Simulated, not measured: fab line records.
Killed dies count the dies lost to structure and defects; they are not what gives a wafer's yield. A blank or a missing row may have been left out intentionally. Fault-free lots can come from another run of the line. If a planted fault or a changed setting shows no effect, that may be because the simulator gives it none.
One fault seen from 2 desks	flow gf180mcu	numbers are kept per desk, each desk with only its own; the story behind them comes last

== METROLOGY DESK ==
What the gauges read for every lot (on any tool): the sampled wafers with a number, averaged. The brackets show how far a lot's mean lies from the usual mean; more than 4 standard deviations puts the lot out of limits, marked OUT.
Columns: A = V5_W_THK at GF_V5_THK_MEAS_25, usual 354 nm; B = cd-nm at GF_TOP_METAL_CD_MEAS_14, usual 439.7 nm
lot	first seen here	A	B
L762	day 27 23:05	354	438.5
L763	day 28 07:46	349	440.0
L764	day 28 17:04	354	442.2
L765	day 28 21:17	349	442.1
L767	day 29 11:47	356	439.5
L768	day 29 23:24	358	440.5
L769	day 30 03:28	355	438.4
L770	day 30 16:23	355	439.0
L772	day 31 03:04	352	436.7
L773	day 31 10:05	358	439.5
L779	day 33 00:33	353	439.3
L781	day 33 09:10	354	440.1
L782	day 33 16:53	348	434.6
Finding of this desk: none of the 13 lots has anything out of limits.

== DESK OF THE TOOL OWNER: pvd-sputter-01 ==
At GF_MIM_SPUTTER_01 (material TiN, target thk 30 nm, time 25 s) the tool's own readings: per lot run on this tool, the mean of the sampled wafers that have a number. The brackets show how far a lot's mean lies from the usual mean; more than 4 standard deviations puts the lot out of limits, marked OUT.
Columns: A = throttle-valve-pct at GF_MIM_SPUTTER_01, usual 29.5 %
lot	first seen here	A
L762	day 25 06:04	29.6
L765	day 26 05:41	29.3
L767	day 26 21:13	30.2
L768	day 27 11:13	30.1
L770	day 28 04:49	30.2
L772	day 28 17:56	30.0
L773	day 28 23:55	30.3
Finding of this desk: none of the 7 lots has anything out of limits.

== ALL TOGETHER ==
At the metrology desk, nothing out of limits was observed.
The desk of the tool owner found nothing out of limits.

== WHAT HAD BEEN PUT IN BY THE SIMULATOR ==
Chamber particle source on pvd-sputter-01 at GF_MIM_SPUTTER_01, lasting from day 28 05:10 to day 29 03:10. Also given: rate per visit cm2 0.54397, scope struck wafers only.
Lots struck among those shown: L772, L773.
